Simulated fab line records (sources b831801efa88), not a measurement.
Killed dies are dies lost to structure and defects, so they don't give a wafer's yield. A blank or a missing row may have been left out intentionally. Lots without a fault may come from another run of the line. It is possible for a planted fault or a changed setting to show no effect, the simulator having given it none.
Matching of chambers | flow sky130 | SKY_CONTACT_CMP_04 on cmp-02: 4 sister chambers
The step polishes SiO2. 8 wafers are shown with their chamber, then 8 later ones without.

## WAFERS PAIRED WITH THEIR CHAMBERS
wafer  | chamber | motorCurrentA (A) | timeToEndpointS (s)
L147.3 | 2       | 11.9              | 80
L149.1 | 2       | 11.0              | 79
L149.2 | 3       | 12.0              | 75
L149.3 | 1       | 10.6              | 78
L152.2 | 1       | 11.1              | 83
L152.4 | 3       | 11.7              | 80
L152.6 | 0       | 13.2              | 80
L158.3 | 0       | 12.5              | 81

## WAFERS MISSING THEIR CHAMBER
wafer  | motorCurrentA (A) | timeToEndpointS (s)
L158.4 | 10.9              | 78
L158.5 | 11.6              | 79
L159.3 | 11.6              | 83
L159.4 | 13.2              | 85
L159.6 | 12.1              | 87
L162.1 | 12.1              | 83
L162.5 | 12.0              | 77
L162.6 | 13.1              | 81

## EACH ONE'S CHAMBER
wafer  | from the rows above               | in truth
L158.4 | can't be placed: 1 or 2 or 3      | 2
L158.5 | can't be placed: 2 or 3 or 1      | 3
L159.3 | can't be placed: 2 or 1 or 3 or 0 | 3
L159.4 | 0                                 | 0
L159.6 | can't be placed: 0 or 2 or 1 or 3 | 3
L162.1 | can't be placed: 0 or 2 or 3 or 1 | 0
L162.5 | can't be placed: 3 or 2 or 0      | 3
L162.6 | 0                                 | 0
Correct placement for 2 of the 8. Can't be placed from these rows: 6 (the true chamber is among the candidates in 6). 0 placed wrongly.
How it was worked out, from the rows above alone: a wafer's distance from a chamber is the root of the sum, over the readings, of the square of ((its reading less the chamber's mean) divided by the reading's scatter). The wafer belongs to the nearest chamber; if the next one is less than 2 further off, it can't be placed. The mean given for a chamber averages the wafers shown for that chamber. The scatter is the square root of a quotient: the sum, over the shown wafers, of each reading's squared deviation from its chamber's mean, divided by wafers minus chambers.
